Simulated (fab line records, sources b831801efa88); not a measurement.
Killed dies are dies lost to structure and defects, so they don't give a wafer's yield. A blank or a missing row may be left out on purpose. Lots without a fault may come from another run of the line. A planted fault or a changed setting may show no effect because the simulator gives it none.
Which tool did it? | flow sky130 | 11 lots, 33 wafers sampled, at 6 steps of a route of 708

WHAT THE GAUGES READ, wafer by wafer
SKY_SD_N_OVL_MEAS_08. Usual: SD_N_OVL -0.4 nm, standard deviation 1.4.
lot  | measured     | on         | SD_N_OVL (nm)  | flag
L199 | day 28 06:35 | overlay-02 | -0.5 -1.7 -0.8 |
L201 | day 29 01:03 | overlay-02 | 1.1 -2.1 2.9   |
L202 | day 29 13:26 | overlay-02 | 2.1 2.2 2.1    |
L203 | day 29 14:26 | overlay-02 | -0.8 0.4 -0.5  |
L206 | day 30 10:20 | overlay-02 | 1.0 0.6 1.5    |
L207 | day 30 21:50 | overlay-02 | 0.0 -0.7 2.4   |
L216 | day 33 23:08 | overlay-02 | -0.1 -0.5 0.3  |
L218 | day 34 14:49 | overlay-01 | -1.3 -2.7 -1.2 |
L221 | day 35 11:41 | overlay-01 | -2.7 -0.7 -0.4 |
L219 | day 35 15:08 | overlay-01 | 0.0 -0.3 0.0   |
L220 | day 35 15:26 | overlay-01 | -2.1 -1.9 -3.0 |

SKY_LI_CONTACT_THK_MEAS_01. Usual: LI_CONTACT_HDPCVD_THK 928 nm, standard deviation 9.8.
lot  | measured     | on            | LI_CONTACT_HDPCVD_THK (nm) | flag
L199 | day 28 07:48 | film_metro-02 | 926 933 925                |
L201 | day 29 02:16 | film_metro-02 | 938 943 938                |
L202 | day 29 14:38 | film_metro-02 | 918 921 921                |
L203 | day 29 15:39 | film_metro-01 | 935 936 931                |
L206 | day 30 11:32 | film_metro-02 | 919 928 935                |
L207 | day 30 23:02 | film_metro-02 | 935 923 939                |
L216 | day 34 00:23 | film_metro-01 | 934 939 926                |
L218 | day 34 16:14 | film_metro-04 | 929 931 937                |
L221 | day 35 12:56 | film_metro-04 | 914 913 922                |
L219 | day 35 16:23 | film_metro-01 | 913 908 910                |
L220 | day 35 16:38 | film_metro-01 | 944 943 928                |

SKY_CONTACT_RS_MEAS_25: measures by four-point-probe. Usual: CONTACT_W_RS 0.337 ohm/sq, standard deviation 0.0035.
lot  | measured     | on            | CONTACT_W_RS (ohm/sq) | flag
L199 | day 32 00:20 | film_metro-03 | 0.335 0.335 0.336     |
L201 | day 32 16:19 | film_metro-03 | 0.340 0.337 0.338     |
L202 | day 33 05:28 | film_metro-01 | 0.339 0.332 0.336     |
L203 | day 33 06:44 | film_metro-03 | 0.340 0.340 0.340     |
L206 | day 34 01:10 | film_metro-01 | 0.345 0.341 0.340     |
L207 | day 34 11:35 | film_metro-04 | 0.336 0.337 0.341     |
L216 | day 37 12:13 | film_metro-03 | 0.338 0.378 0.374     | OFF
L218 | day 38 02:55 | film_metro-03 | 0.334 0.337 0.377     | OFF
L221 | day 38 23:20 | film_metro-04 | 0.343 0.337 0.338     |
L219 | day 39 02:52 | film_metro-01 | 0.330 0.330 0.327     |
L220 | day 39 03:11 | film_metro-04 | 0.339 0.337 0.342     |

SKY_CONTACT_THK_MEAS_26: measures by xrf. Usual: CONTACT_W_THK 338 nm, standard deviation 4.6.
lot  | measured     | on            | CONTACT_W_THK (nm) | flag
L199 | day 32 00:27 | film_metro-03 | 337 336 333        |
L201 | day 32 16:25 | film_metro-03 | 332 333 332        |
L202 | day 33 05:35 | film_metro-01 | 339 347 345        |
L203 | day 33 06:50 | film_metro-03 | 330 329 330        |
L206 | day 34 01:17 | film_metro-01 | 330 336 337        |
L207 | day 34 11:43 | film_metro-04 | 339 337 331        |
L216 | day 37 12:20 | film_metro-03 | 332 298 300        | OFF
L218 | day 38 03:01 | film_metro-03 | 335 334 298        | OFF
L221 | day 38 23:28 | film_metro-04 | 334 337 337        |
L219 | day 39 02:59 | film_metro-01 | 345 347 346        |
L220 | day 39 03:18 | film_metro-04 | 338 339 334        |

WHICH TOOL RAN EACH LOT (tool, then ch and the chambers of the sampled wafers, then the start)
lot  | SKY_POLY_CUT_STRIP_12                | SKY_CONTACT_CVD_24
L199 | plasma_asher-02 ch 0,1, day 24 14:34 | cvd_w-01 ch 0,1, day 32 00:13
L201 | plasma_asher-04 ch 0,1, day 25 09:31 | cvd_w-01 ch 0,1, day 32 16:12
L202 | plasma_asher-04 ch 0,1, day 25 22:52 | cvd_w-01 ch 0,1, day 33 05:22
L203 | plasma_asher-02 ch 0,1, day 26 00:04 | cvd_w-01 ch 0,1, day 33 06:36
L206 | plasma_asher-03 ch 0,1, day 26 20:43 | cvd_w-02 ch 0,1, day 34 01:04
L207 | plasma_asher-03 ch 0,1, day 27 09:58 | cvd_w-01 ch 0,1, day 34 11:29
L216 | plasma_asher-04 ch 0,1, day 30 13:19 | cvd_w-01 ch 0,1, day 37 12:06
L218 | plasma_asher-02 ch 0,1, day 31 05:40 | cvd_w-01 ch 0,1, day 38 02:47
L221 | plasma_asher-03 ch 0,1, day 32 04:46 | cvd_w-02 ch 0, day 38 23:07
L219 | plasma_asher-03 ch 0,1, day 32 06:21 | cvd_w-02 ch 0,1, day 39 02:46
L220 | plasma_asher-03 ch 0,1, day 32 08:34 | cvd_w-02 ch 0,1, day 39 03:04
- SKY_POLY_CUT_STRIP_12: strips in O2/N2.
- SKY_CONTACT_CVD_24: deposits W, target thk 340 nm, time 102.12 s.

WHAT THE TOOLS THEMSELVES READ (means of the sampled wafers that have a number; where no wafer has one, the mark that the record gives instead)
SKY_POLY_CUT_STRIP_12. Usual: drypump_motor_current_A 5.6 A, standard deviation 0.45; oes_product_au 0.452 a.u., standard deviation 0.005; strip_time_to_endpoint_s 5.359 s, standard deviation 0.016.
lot  | tool            | drypump_motor_current_A (A) | oes_product_au (a.u.) | strip_time_to_endpoint_s (s) | flag
L199 | plasma_asher-02 | 5.7                         | 0.453                 | 5.371                        |
L201 | plasma_asher-04 | 6.1                         | 0.452                 | 5.353                        |
L202 | plasma_asher-04 | 6.0                         | 0.451                 | 5.359                        |
L203 | plasma_asher-02 | 5.8                         | 0.453                 | 5.358                        |
L206 | plasma_asher-03 | 5.1                         | 0.455                 | 5.367                        |
L207 | plasma_asher-03 | 5.0                         | 0.455                 | 5.353                        |
L216 | plasma_asher-04 | 6.1                         | 0.455                 | 5.380                        |
L218 | plasma_asher-02 | 5.8                         | 0.452                 | 5.376                        |
L221 | plasma_asher-03 | 5.0                         | 0.453                 | 5.336                        |
L219 | plasma_asher-03 | 5.0                         | 0.454                 | 5.365                        |
L220 | plasma_asher-03 | 5.0                         | 0.443                 | 5.363                        |

SKY_CONTACT_CVD_24. Usual: heater_power_w 887 W, standard deviation 67.
lot  | tool     | heater_power_w (W) | flag
L199 | cvd_w-01 | 847                |
L201 | cvd_w-01 | 850                |
L202 | cvd_w-01 | 837                |
L203 | cvd_w-01 | 832                |
L206 | cvd_w-02 | 917                |
L207 | cvd_w-01 | 852                |
L216 | cvd_w-01 | 868                |
L218 | cvd_w-01 | 838                |
L221 | cvd_w-02 | 1013               |
L219 | cvd_w-02 | 915                |
L220 | cvd_w-02 | 961                |

THE ANSWER, worked out from the rows above alone
Rule: a lot is off if the mean of its wafers that have a number lies more than 3 standard deviations from the usual mean. A lot without any number at a reading at which 4 lots or more have one is off too. The other lots that the step has rows for count as sound. The gauges are gone through in route order, then the tools' own readings, and for those a lot's mean is taken as printed above. The first step at which some lot is off is used, and at that step the reading that is off furthest; a lot without a number counts as furthest.
Off: L216, L218, at SKY_CONTACT_RS_MEAS_25 (CONTACT_W_RS).
A tool fits if, at a process step before that reading, it ran every lot that is off, and no sound lot after the first of them. The gauges at SKY_CONTACT_RS_MEAS_25 are tried like those tools. Can't be told from this: 2 tools fit, cvd_w-01 at SKY_CONTACT_CVD_24, film_metro-03 at SKY_CONTACT_RS_MEAS_25.

WHAT THE SIMULATOR HAD PUT IN
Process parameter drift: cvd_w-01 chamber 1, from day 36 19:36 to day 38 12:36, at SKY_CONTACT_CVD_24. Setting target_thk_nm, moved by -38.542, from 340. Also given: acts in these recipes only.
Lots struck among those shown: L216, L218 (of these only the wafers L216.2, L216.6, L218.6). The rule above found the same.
